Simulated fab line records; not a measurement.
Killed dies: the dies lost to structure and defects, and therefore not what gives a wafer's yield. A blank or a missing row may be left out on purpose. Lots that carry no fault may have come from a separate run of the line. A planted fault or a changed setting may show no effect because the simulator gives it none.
One fault seen from 2 desks :: flow sfq line :: each desk holds nothing but its own numbers, with what lay behind them at the end

== TOOL OWNER'S DESK, pvd sputter-06 ==
The tool's own readings at SFQ_TRILAYER_M3_DEP_SPUTTER_073 (material Nb, target thk 200 nm, time 133.3 s): means of the sampled wafers that have a number, for each lot that ran on this tool. Marked OUT: a lot whose mean sits more than 4 standard deviations from the usual mean, which makes it out of limits; the brackets give that distance.
Columns: A = resputter cathode voltage v at SFQ_TRILAYER_M3_DEP_SPUTTER_073, usual 400 V; B = throttle valve pct at SFQ_TRILAYER_M3_DEP_SPUTTER_073, usual 30.4 %
lot: L390
first seen here: day 42 06:29
A: 402
B: 30.0

lot: L403
first seen here: day 48 05:01
A: 398
B: 30.3

lot: L404
first seen here: day 49 02:36
A: 403
B: 29.8

lot: L408
first seen here: day 51 07:53
A: 399
B: 29.7

lot: L409
first seen here: day 51 16:17
A: 399
B: 30.2
This desk found nothing out of limits on any of the 5 lots.

== METROLOGY DESK ==
Means of the sampled wafers that have a number, per lot and without regard to the tool the lot ran on: this is what the gauges read. Marked OUT: a lot whose mean sits more than 4 standard deviations from the usual mean, which makes it out of limits; the brackets give that distance.
Columns: A = I2_OVL at SFQ_I2_OVL_MEAS_918, usual -2 nm; B = M3_NB_RS at SFQ_M3_RS_MEAS_919, usual 0.889 ohm/sq; C = M3_OVL at SFQ_M3_OVL_MEAS_921, usual 2 nm; D = I3_BOW at SFQ_I3_BOW_MEAS_922, usual 4 um; E = I3_OVL at SFQ_I3_OVL_MEAS_923, usual 0 nm; F = M8_BOW at SFQ_M8_BOW_MEAS_951, usual 9 um
lot: L390
first seen here: day 42 05:29
A: -14
B: 0.890
C: 3
D: 8
E: 2
F: 10

lot: L403
first seen here: day 48 04:01
A: -7
B: 0.772 (-16) OUT
C: -1
D: 13
E: 5
F: 21

lot: L404
first seen here: day 49 01:37
A: -5
B: 0.768 (-17) OUT
C: -8
D: -1
E: 2
F: 10

lot: L407
first seen here: day 51 04:31
A: -4
B: 0.885
C: 0
D: 5
E: 4
F: 6

lot: L408
first seen here: day 51 06:54
A: -0
B: 0.888
C: -1
D: 5
E: -5
F: 12

lot: L409
first seen here: day 51 15:18
A: -5
B: 0.887
C: 2
D: -3
E: 7
F: -4
This desk finds L403, L404 out of limits, with the earliest case on L403 at day 48 05:07 (M3_NB_RS at SFQ_M3_RS_MEAS_919). In limits: L390, L407, L408, L409.

== ALL TOGETHER ==
Metrology desk: alarm possible at day 48 05:07 on L403, L404.
The tool owner's desk saw nothing out of limits.
The tool owner's desk has L403, L404 on record, within its limits.
The lots listed all ran SFQ_TRILAYER_M3_DEP_SPUTTER_073 on pvd sputter-06.

== WHAT WAS PUT IN BY THE SIMULATOR ==
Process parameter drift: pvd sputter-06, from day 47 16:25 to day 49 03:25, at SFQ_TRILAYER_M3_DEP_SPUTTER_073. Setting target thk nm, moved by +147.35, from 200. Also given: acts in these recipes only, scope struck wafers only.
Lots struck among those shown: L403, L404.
Per desk, hours elapsed from the start of the fault to the first reading out of limits: for the metrology desk, 13.
